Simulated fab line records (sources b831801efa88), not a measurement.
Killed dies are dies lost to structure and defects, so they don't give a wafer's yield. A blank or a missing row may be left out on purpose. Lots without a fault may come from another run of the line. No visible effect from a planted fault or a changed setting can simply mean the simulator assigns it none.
8D (eight disciplines) problem report, filled in by code -- flow gf180mcu -- the parts of the form that need people (team, actions taken, sign-off) are left out

== 1. THE ISSUE ==
Wafers without a fault read 595.9 W, standard deviation 2.3; rf_fwd_power_W at GF_V4_CVD_02 reads a mean of 694.3 W on 3 wafers belonging to 2 lots. Relative to the usual mean, that is a shift of +43 standard deviations.
The step: deposits SiO2 from TEOS, target thk 850 nm, time 94.851 s.
The first sign was on wafer L128.5 at day 26 03:40, on pecvd-02. The record has a number at this step for 33 wafers belonging to 11 lots. By rule, "out" or "out of limits" means more than 4 standard deviations away from the usual mean. The other wafers with a number count as sound.

== 2. WHAT IT IS, WHAT IT ISN'T ==
question,is,is not
which readings at this step,rf_fwd_power_W,-
which lots,"L128, L131","L126, L127, L134, L135, L136, L137, L141, L143, L144"
which wafers of those lots,"L128.5, L131.2, L131.5","L128.3, L128.6, L131.4"
read on which tools,pecvd-02,"pecvd-01, pecvd-03"
when,from day 26 03:40,"up to then (8 sound wafers); but 22 sound wafers of L131, L134, L135, L136, L137, L141, L143, L144 came after"

== 3. SUSPECTS, AND WHAT RULES EACH OUT ==
Counting: any tool at a process step up to the reading remains a suspect provided it ran every lot that is out. Sound lots after the first of them don't rule it out here, since some wafers of a struck lot are sound.
- pecvd-02 at GF_V4_CVD_02 (deposits SiO2 from TEOS, target thk 850 nm, time 94.851 s): kept. Every lot that is out went through it, the first being L128 (day 26 03:40); the last sound lot it ran before that was L126 (day 25 07:56). Its own readings are out on those wafers: rf_fwd_power_W.
- pecvd-02, GF_V4_CVD_02: wafers that are out in chamber 0, sound lot-mates in chambers 1, 2.
Left after counting: pecvd-02 at GF_V4_CVD_02.

== 4. THE CAUSE (what the simulator had put in) ==
pecvd-02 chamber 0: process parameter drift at GF_V4_CVD_02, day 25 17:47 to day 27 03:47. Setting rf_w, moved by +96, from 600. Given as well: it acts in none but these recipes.
The count eliminated every tool but this one.

== 5. THE EFFECT CHAIN, in route order ==
One row per reading whose mean, taken over the struck wafers that have a number, lies over 3 standard deviations from the usual. Only readings for which the record gives a usual standard deviation are gone through. hours: the time from each lot's start at the first step in this table that gives one to its start at this step, as a median over the lots. sigmas: the change in usual standard deviations.
hours,step,reading,usual,on struck wafers,change,sigmas
0,GF_V4_CVD_02,rf_fwd_power_W,595.9 W,694.3,+98.4,+43
0,GF_V4_THK_MEAS_03,V4_CVD_02_THK,848 nm,883,+35,+3.2
0,GF_V4_CMP_04,time_to_endpoint_s,83 s,99,+16,+3.3
The process steps in it:
- GF_V4_CVD_02: deposits SiO2 from TEOS, target thk 850 nm, time 94.851 s.
- GF_V4_CMP_04: polishes SiO2.

== 6. HOW IT WOULD HAVE BEEN CAUGHT EARLIER ==
The fault began at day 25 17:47; the first out-of-limits reading in this record came at day 26 03:40, 10 hours later.
